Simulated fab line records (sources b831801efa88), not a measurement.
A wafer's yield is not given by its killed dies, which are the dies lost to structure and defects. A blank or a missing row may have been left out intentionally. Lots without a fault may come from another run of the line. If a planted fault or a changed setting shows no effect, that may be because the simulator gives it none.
2 desks looking at one fault -- flow sfq_line -- what lay behind the numbers comes last; until then each desk has only its own

## THE TOOL OWNER'S DESK: rie_metal-03
The tool's own readings at SFQ_TRILAYER_M3_BARC_OPEN_METAL_ETCH_100 (etches BARC in O2, target depth 125 nm, time 41.7 s): means of the sampled wafers that have a number, for each lot that ran on this tool. If a lot's mean is further than 4 standard deviations from the usual mean, the lot is out of limits and carries the mark OUT (the distance appears in the brackets).
Columns: A = drypump_motor_current_A at SFQ_TRILAYER_M3_BARC_OPEN_METAL_ETCH_100, usual 5.7 A; B = oes_product_au at SFQ_TRILAYER_M3_BARC_OPEN_METAL_ETCH_100, usual 0.685 a.u.
lot,first seen here,A,B
L521,day 43 01:26,5.7,0.688
L524,day 44 11:44,5.6,0.685
L526,day 45 12:56,5.7,0.688
L535,day 49 14:25,5.7,0.681
L536,day 49 16:49,5.7,0.688
This desk's finding: nothing out of limits on any of the 5 lots.

## THE METROLOGY DESK
What the gauges read for every lot (on any tool): the sampled wafers with a number, averaged. If a lot's mean is further than 4 standard deviations from the usual mean, the lot is out of limits and carries the mark OUT (the distance appears in the brackets).
Columns: A = M3_NB_RS at SFQ_M3_RS_MEAS_919, usual 0.890 ohm/sq; B = M3_OVL at SFQ_M3_OVL_MEAS_921, usual 2 nm
lot,first seen here,A,B
L521,day 37 15:53,0.894,4
L524,day 39 04:37,0.896,2
L525,day 39 13:14,0.880,7
L526,day 40 08:14,0.890,10
L535,day 44 09:12,0.872,3
L536,day 44 11:36,0.894,-4
This desk's finding: nothing out of limits on any of the 6 lots.

## ALL TOGETHER
The tool owner's desk saw nothing out of limits.
Metrology desk: nothing out of limits seen.

## WHAT THE SIMULATOR HAD INSERTED
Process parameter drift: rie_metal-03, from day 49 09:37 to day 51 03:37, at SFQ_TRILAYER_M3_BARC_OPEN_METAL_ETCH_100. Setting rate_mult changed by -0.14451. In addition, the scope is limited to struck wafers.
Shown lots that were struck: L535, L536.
